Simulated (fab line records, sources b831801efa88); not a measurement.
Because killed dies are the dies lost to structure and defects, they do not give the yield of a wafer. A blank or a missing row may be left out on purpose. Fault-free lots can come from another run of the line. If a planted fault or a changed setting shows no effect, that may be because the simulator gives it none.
fab line records :: flow sfq_line
record:
  lots: 14
  wafers: 42
  last_day: 88
route steps=325 shown L0V@17
lots that met no fault: from a run of the same line without faults
start_h: the number of hours between the record's first day and the start of the first shown wafer of the lot :: wait_h: hours elapsed since this lot's preceding step :: " repeats the value in the row above :: L1.1+2: a row that stands for several wafers :: - no value, or no start given :: * or withheld: withheld :: < > ~ a bound
route shown NAME@n: a module of which the file shows steps, and the number in the route of the first :: usual: mean/standard deviation taken from wafers without a fault :: same: alike in all rows :: chamber/n: place in a boat :: sites: readings site by site :: _std_site: their standard deviation :: _edge_site: outer sites' mean less inner sites' :: radius_mm: how far each site lies from the wafer's centre :: mask NAME#n: copy n :: behind: the tool/chamber that last shaped the wafer :: hold: cause of the lot's hold/its duration in hours/its outcome :: device: whichever transistor did not switch (one of n, p or np) :: end of line: the route-end tests of the same wafers :: for a step that has no rows: nothing shown but its recipe :: killed: dies that structure and defects cost at the first sort, which is not the same as the wafer's yield :: map: a wafer's dies, x killed, . not, _ none there
set.NAME: setting as actually run; set.NAME@STEP: the setting as run at that earlier step :: model.NAME: the simulator's own value behind a step, which no gauge read
one table for each step of the route and one row for each wafer, over a sample of lots
services: a tool's chamber out of use, with start hour (start_h, from the record's first day; less than 0 if before it), hours out, and reason
== steps ==
step: SFQ_TRILAYER_L0_VIA_LITHO_COAT_018
recipe:
  resist: BARC
  spin_rpm: 3000
  resist_thk_nm: 62
lot.wafer: L884.1+4+5
tool: litho_track-01
chamber: 0
start_h: 82.41
wait_h: 0.0

lot.wafer: L885.1+3+5
tool: litho_track-01
chamber: 0
start_h: 90.82
wait_h: 0.0

lot.wafer: L888.1+2+3
tool: litho_track-02
chamber: 0
start_h: 108.32
wait_h: 0.0

lot.wafer: L889.2+3+5
tool: litho_track-02
chamber: 0
start_h: 113.18
wait_h: 0.1

lot.wafer: L891.1+2+6
tool: litho_track-02
chamber: 0
start_h: 122.72
wait_h: 0.0

lot.wafer: L892.1+3+5
tool: litho_track-02
chamber: 0
start_h: 129.76
wait_h: 0.0

lot.wafer: L897.1+2+3
tool: litho_track-03
chamber: 0
start_h: 151.39
wait_h: 0.0

lot.wafer: L899.1+2+4
tool: litho_track-01
chamber: 0
start_h: 165.73
wait_h: 0.2

lot.wafer: L900.2+5+6
tool: litho_track-01
chamber: 0
start_h: 170.40
wait_h: 0.1

lot.wafer: L901.1+2+4
tool: litho_track-03
chamber: 0
start_h: 177.57
wait_h: 0.0

lot.wafer: L902.2+3+6
tool: litho_track-03
chamber: 0
start_h: 187.12
wait_h: 0.1

lot.wafer: L905.2+3+6
tool: litho_track-01
chamber: 0
start_h: 208.74
wait_h: 0.1

lot.wafer: L906.1+2+4
tool: litho_track-01
chamber: 0
start_h: 220.60
wait_h: 0.0

lot.wafer: L907.1+2+5
tool: litho_track-03
chamber: 0
start_h: 228.02
wait_h: 0.2
step: SFQ_TRILAYER_L0_VIA_BARC_OPEN_VIA_ETCH_021
recipe:
  mask_material: PR
  chemistry: O2
  target_depth_nm: 125
  target: BARC
  source_w: 500
  bias_w: 80
  pressure_mtorr: 30
  time_s: 41.7
usual:
  bias_w: 79.96/0.21
  drypump_motor_current_A: 5.9/0.71
  oes_product_au: 0.685/0.0045
lot.wafer: L884.1
tool: rie_diel-01
chamber: 0
start_h: 156.49
wait_h: 0.0
bias_w: 79.81
drypump_motor_current_A: 5.3
oes_product_au: 0.679
rf_hours_counter_h: 151

lot.wafer: L884.4
tool: rie_diel-01
chamber: 1
start_h: 156.49
wait_h: 0.0
bias_w: 79.86
drypump_motor_current_A: 4.8
oes_product_au: 0.685
rf_hours_counter_h: 5

lot.wafer: L884.5
tool: rie_diel-01
chamber: 1
start_h: 156.49
wait_h: 0.0
bias_w: 79.75
drypump_motor_current_A: 4.8
oes_product_au: 0.684
rf_hours_counter_h: -

lot.wafer: L885.1
tool: rie_diel-01
chamber: 3
start_h: 165.88
wait_h: 0.0
bias_w: 79.83
drypump_motor_current_A: 6.8
oes_product_au: 0.676
rf_hours_counter_h: 98

lot.wafer: L885.3
tool: rie_diel-01
chamber: 0
start_h: 165.88
wait_h: 0.0
bias_w: 80.24
drypump_motor_current_A: 5.3
oes_product_au: 0.688
rf_hours_counter_h: 152

lot.wafer: L885.5
tool: rie_diel-01
chamber: 1
start_h: 165.88
wait_h: 0.0
bias_w: 79.98
drypump_motor_current_A: 4.8
oes_product_au: 0.687
rf_hours_counter_h: -

lot.wafer: L888.1
tool: rie_diel-04
chamber: 1
start_h: 194.60
wait_h: 0.0
bias_w: 80.00
drypump_motor_current_A: 5.3
oes_product_au: 0.687
rf_hours_counter_h: 84

lot.wafer: L888.2
tool: rie_diel-04
chamber: 0
start_h: 194.60
wait_h: 0.0
bias_w: 80.08
drypump_motor_current_A: 5.4
oes_product_au: 0.686
rf_hours_counter_h: 88

lot.wafer: L888.3
tool: rie_diel-04
chamber: 2
start_h: 194.60
wait_h: 0.0
bias_w: 80.08
drypump_motor_current_A: 5.5
oes_product_au: 0.684
rf_hours_counter_h: 28

lot.wafer: L889.2
tool: rie_diel-03
chamber: 0
start_h: 203.00
wait_h: 0.0
bias_w: 79.84
drypump_motor_current_A: 6.3
oes_product_au: 0.679
rf_hours_counter_h: 132

lot.wafer: L889.3
tool: rie_diel-03
chamber: 2
start_h: 203.00
wait_h: 0.0
bias_w: 79.88
drypump_motor_current_A: 5.3
oes_product_au: 0.694
rf_hours_counter_h: 54

lot.wafer: L889.5
tool: rie_diel-03
chamber: 1
start_h: 203.00
wait_h: 0.0
bias_w: 80.29
drypump_motor_current_A: 6.6
oes_product_au: 0.684
rf_hours_counter_h: -

lot.wafer: L891.1
tool: rie_diel-01
chamber: 2
start_h: 218.52
wait_h: 0.0
bias_w: 80.10
drypump_motor_current_A: 6.7
oes_product_au: 0.706
rf_hours_counter_h: 25

lot.wafer: L891.2
tool: rie_diel-01
chamber: 0
start_h: 218.52
wait_h: 0.0
bias_w: 79.80
drypump_motor_current_A: 5.2
oes_product_au: 0.685
rf_hours_counter_h: 0

lot.wafer: L891.6
tool: rie_diel-01
chamber: 3
start_h: 218.52
wait_h: 0.0
bias_w: 80.06
drypump_motor_current_A: 6.7
oes_product_au: 0.694
rf_hours_counter_h: -

lot.wafer: L892.1
tool: rie_diel-01
chamber: 2
start_h: 229.32
wait_h: 0.0
bias_w: 79.99
drypump_motor_current_A: 6.7
oes_product_au: 0.701
rf_hours_counter_h: 26

lot.wafer: L892.3
tool: rie_diel-01
chamber: 1
start_h: 229.32
wait_h: 0.0
bias_w: 79.91
drypump_motor_current_A: 4.8
oes_product_au: 0.688
rf_hours_counter_h: 6

lot.wafer: L892.5
tool: rie_diel-01
chamber: 2
start_h: 229.32
wait_h: 0.0
bias_w: 80.04
drypump_motor_current_A: 6.8
oes_product_au: 0.681
rf_hours_counter_h: -

lot.wafer: L897.1
tool: rie_diel-01
chamber: 0
start_h: 258.12
wait_h: 0.0
bias_w: 80.15
drypump_motor_current_A: 5.3
oes_product_au: 0.681
rf_hours_counter_h: 1

lot.wafer: L897.2
tool: rie_diel-01
chamber: 2
start_h: 258.12
wait_h: 0.0
bias_w: 80.08
drypump_motor_current_A: 6.7
oes_product_au: 0.683
rf_hours_counter_h: 26

lot.wafer: L897.3
tool: rie_diel-01
chamber: 3
start_h: 258.12
wait_h: 0.0
bias_w: 79.92
drypump_motor_current_A: 6.8
oes_product_au: 0.682
rf_hours_counter_h: 99

lot.wafer: L899.1
tool: rie_diel-01
chamber: 0
start_h: 272.64
wait_h: 0.0
bias_w: 79.89
drypump_motor_current_A: 5.3
oes_product_au: 0.686
rf_hours_counter_h: 1

lot.wafer: L899.2
tool: rie_diel-01
chamber: 2
start_h: 272.64
wait_h: 0.0
bias_w: 80.03
drypump_motor_current_A: 6.7
oes_product_au: 0.686
rf_hours_counter_h: 26

lot.wafer: L899.4
tool: rie_diel-01
chamber: 3
start_h: 272.64
wait_h: 0.0
bias_w: 79.54
drypump_motor_current_A: 6.7
oes_product_au: 0.683
rf_hours_counter_h: 99

lot.wafer: L900.2
tool: rie_diel-04
chamber: 3
start_h: 279.64
wait_h: 0.0
bias_w: 79.79
drypump_motor_current_A: 6.6
oes_product_au: 0.687
rf_hours_counter_h: 125

lot.wafer: L900.5
tool: rie_diel-04
chamber: 2
start_h: 279.64
wait_h: 0.0
bias_w: 79.86
drypump_motor_current_A: 5.5
oes_product_au: 0.687
rf_hours_counter_h: -

lot.wafer: L900.6
tool: rie_diel-04
chamber: 1
start_h: 279.64
wait_h: 0.0
bias_w: 80.47
drypump_motor_current_A: 5.3
oes_product_au: 0.688
rf_hours_counter_h: -

lot.wafer: L901.1
tool: rie_diel-04
chamber: 0
start_h: 288.04
wait_h: 0.0
bias_w: 79.56
drypump_motor_current_A: 5.4
oes_product_au: 0.688
rf_hours_counter_h: 90

lot.wafer: L901.2
tool: rie_diel-04
chamber: 3
start_h: 288.04
wait_h: 0.0
bias_w: 79.96
drypump_motor_current_A: 6.6
oes_product_au: 0.687
rf_hours_counter_h: 125

lot.wafer: L901.4
tool: rie_diel-04
chamber: 1
start_h: 288.04
wait_h: 0.0
bias_w: 79.94
drypump_motor_current_A: 5.3
oes_product_au: 0.671
rf_hours_counter_h: 85

lot.wafer: L902.2
tool: rie_diel-04
chamber: 1
start_h: 298.62
wait_h: 0.0
bias_w: 80.01
drypump_motor_current_A: 5.3
oes_product_au: 0.688
rf_hours_counter_h: 85

lot.wafer: L902.3
tool: rie_diel-04
chamber: 3
start_h: 298.62
wait_h: 0.0
bias_w: 79.87
drypump_motor_current_A: 6.6
oes_product_au: 0.685
rf_hours_counter_h: 125

lot.wafer: L902.6
tool: rie_diel-04
chamber: 1
start_h: 298.62
wait_h: 0.0
bias_w: 79.81
drypump_motor_current_A: 5.3
oes_product_au: 0.683
rf_hours_counter_h: -

lot.wafer: L905.2
tool: rie_diel-04
chamber: 1
start_h: 317.82
wait_h: 0.0
bias_w: 80.02
drypump_motor_current_A: 5.3
oes_product_au: 0.681
rf_hours_counter_h: 85

lot.wafer: L905.3
tool: rie_diel-04
chamber: 0
start_h: 317.82
wait_h: 0.0
bias_w: 79.93
drypump_motor_current_A: 5.3
oes_product_au: 0.689
rf_hours_counter_h: 90

lot.wafer: L905.6
tool: rie_diel-04
chamber: 2
start_h: 317.82
wait_h: 0.0
bias_w: 79.91
drypump_motor_current_A: 5.5
oes_product_au: 0.681
rf_hours_counter_h: -

lot.wafer: L906.1
tool: rie_diel-04
chamber: 0
start_h: 333.33
wait_h: 0.0
bias_w: 79.85
drypump_motor_current_A: 5.3
oes_product_au: 0.690
rf_hours_counter_h: 90

lot.wafer: L906.2
tool: rie_diel-04
chamber: 1
start_h: 333.33
wait_h: 0.0
bias_w: 79.71
drypump_motor_current_A: 5.3
oes_product_au: 0.682
rf_hours_counter_h: 86

lot.wafer: L906.4
tool: rie_diel-04
chamber: 3
start_h: 333.33
wait_h: 0.0
bias_w: 79.93
drypump_motor_current_A: 6.6
oes_product_au: 0.686
rf_hours_counter_h: 125

lot.wafer: L907.1
tool: rie_diel-03
chamber: 1
start_h: 338.13
wait_h: 0.0
bias_w: 79.59
drypump_motor_current_A: 6.6
oes_product_au: 0.685
rf_hours_counter_h: 10

lot.wafer: L907.2
tool: rie_diel-03
chamber: 0
start_h: 338.13
wait_h: 0.0
bias_w: 80.10
drypump_motor_current_A: 6.3
oes_product_au: 0.682
rf_hours_counter_h: 0

lot.wafer: L907.5
tool: rie_diel-03
chamber: 2
start_h: 338.13
wait_h: 0.0
bias_w: 80.10
drypump_motor_current_A: 5.3
oes_product_au: 0.682
rf_hours_counter_h: -
== services ==
tool: rie_diel-04
chamber: 0
start_h: 63.37
hours: 4.1
kind: repair

tool: rie_diel-01
chamber: 1
start_h: 77.48
hours: 4.2
kind: repair

tool: rie_diel-01
chamber: 1
start_h: 119.96
hours: 6.1
kind: repair

tool: rie_diel-01
chamber: -
start_h: 171.86
hours: 0.2
kind: repair

tool: rie_diel-01
chamber: 1
start_h: 183.59
hours: 4.4
kind: repair

tool: rie_diel-01
chamber: 0
start_h: 187.97
hours: -
kind: clean

tool: rie_diel-01
chamber: 0
start_h: 187.97
hours: 18.1
kind: scheduled_down

tool: rie_diel-01
chamber: 0
start_h: 187.97
hours: 18.1
kind: vent_cycle

tool: rie_diel-03
chamber: 0
start_h: 188.74
hours: 10.0
kind: repair

tool: rie_diel-03
chamber: -
start_h: 190.31
hours: 0.8
kind: repair

tool: rie_diel-01
chamber: 2
start_h: 198.07
hours: 2.2
kind: repair

tool: rie_diel-04
chamber: 2
start_h: 198.97
hours: 4.1
kind: repair

tool: rie_diel-04
chamber: 1
start_h: 251.40
hours: 3.4
kind: repair

tool: rie_diel-03
chamber: 3
start_h: 251.75
hours: 8.8
kind: repair

tool: rie_diel-03
chamber: 2
start_h: 259.11
hours: 8.9
kind: repair

tool: rie_diel-01
chamber: -
start_h: 274.37
hours: 2.5
kind: repair

tool: rie_diel-04
chamber: 2
start_h: 296.02
hours: 5.6
kind: repair

tool: rie_diel-03
chamber: 0
start_h: 306.40
hours: 2.3
kind: repair

tool: rie_diel-03
chamber: 0
start_h: 308.66
hours: -
kind: clean

tool: rie_diel-03
chamber: 0
start_h: 308.66
hours: 16.5
kind: scheduled_down

tool: rie_diel-01
chamber: 0
start_h: 311.68
hours: 10.5
kind: repair

tool: rie_diel-04
chamber: 3
start_h: 334.90
hours: -
kind: clean

tool: rie_diel-04
chamber: 3
start_h: 334.90
hours: 23.0
kind: scheduled_down

tool: rie_diel-04
chamber: 3
start_h: 334.90
hours: 23.0
kind: vent_cycle
== key ==
first_sign:
  step: SFQ_TRILAYER_L0_VIA_BARC_OPEN_VIA_ETCH_021
  reading: oes_product_au
  direction: up
  sigmas: 3.4
  usual: 0.685
  struck: 0.701
effect none on later readings
met_at SFQ_TRILAYER_L0_VIA_LITHO_COAT_018
struck_lots L891,L892
struck_wafers L891.1,L891.6,L892.1
onset_between 113.18 122.72
fault:
  kind: process_parameter_drift
  tool: litho_track-02
  chamber: -
  onset_h: 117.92
  steps: SFQ_TRILAYER_L0_VIA_LITHO_COAT_018
  channel: resist_thk_nm
  offset: 2.6484
  shape: step
  end_h: 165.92
  scope: struck_wafers_only
  acts_in: these_recipes_only
  stated: 62
